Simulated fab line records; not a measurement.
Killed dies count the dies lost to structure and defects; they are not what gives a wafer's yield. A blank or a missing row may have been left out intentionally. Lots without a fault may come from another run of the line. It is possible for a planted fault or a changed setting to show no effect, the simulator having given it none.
The tool behind it: which one? || flow gf180mcu || 11 lots (30 wafers sampled), 1 step of a 602-step route

WHAT EACH GAUGE READ, for each wafer
GF_STI_CD_MEAS_12 targets a cd of 220 nm.
{"lot": "L161", "measured": "day 2 01:29", "on": "cd sem-02", "cd nm (nm)": "218.8 219.2 219.2"}
{"lot": "L162", "measured": "day 2 07:33", "on": "cd sem-02", "cd nm (nm)": "219.8 219.8 219.9"}
{"lot": "L163", "measured": "day 2 12:48", "on": "cd sem-01", "cd nm (nm)": "218.5 219.3 219.9"}
{"lot": "L164", "measured": "day 2 16:50", "on": "cd sem-01", "cd nm (nm)": "219.9 219.7 220.0"}
{"lot": "L168", "measured": "day 3 14:17", "on": "cd sem-01", "cd nm (nm)": "220.1 220.4"}
{"lot": "L172", "measured": "day 4 09:36", "on": "cd sem-02", "cd nm (nm)": "217.6 218.9"}
{"lot": "L173", "measured": "day 4 15:13", "on": "cd sem-01", "cd nm (nm)": "219.7 219.6"}
{"lot": "L177", "measured": "day 5 12:16", "on": "cd sem-02", "cd nm (nm)": "218.7 218.9 219.5"}
{"lot": "L182", "measured": "day 6 13:37", "on": "cd sem-01", "cd nm (nm)": "218.0 218.3 219.4"}
{"lot": "L183", "measured": "day 6 18:28", "on": "cd sem-02", "cd nm (nm)": "221.0 220.0 221.0"}
{"lot": "L184", "measured": "day 6 23:45", "on": "cd sem-02", "cd nm (nm)": "219.9 220.2 220.1"}

WHICH TOOL RAN EACH LOT (tool, then ch and the chambers of the sampled wafers, then the start)
The record shows no process step preceding these readings.

AS READ BY THE TOOLS THEMSELVES (means over the sampled wafers that have a number; for cases with no such wafer, the mark the record gives instead)
The record holds no such reading with a usual standard deviation.

THE ANSWER, worked out from the rows above alone
Rule: the lots themselves supply what counts as usual. The widest of any qualifying gaps counts: lots, ordered by their means at a reading, are off when they make up no more than a third of the lots, leave a main group of 4 or more, and stand apart from it by 3 or more times the standard deviation of that group's means. A main group whose means are all the same, to the digits that the tables above print for the reading, isn't used. Also off: a lot with no number at a reading for which 4 or more lots have one. Where the step has rows for the other lots, those lots are counted as sound. Order of review: gauges by route order, followed by the tools' own readings, for which a lot's mean as printed above is used. The first step at which some lot is off is used, and at that step the reading that is off furthest; a lot without a number counts as furthest.
No lot is off on any of the readings shown, so nothing can be concluded from this.

WHAT HAD BEEN PUT IN BY THE SIMULATOR
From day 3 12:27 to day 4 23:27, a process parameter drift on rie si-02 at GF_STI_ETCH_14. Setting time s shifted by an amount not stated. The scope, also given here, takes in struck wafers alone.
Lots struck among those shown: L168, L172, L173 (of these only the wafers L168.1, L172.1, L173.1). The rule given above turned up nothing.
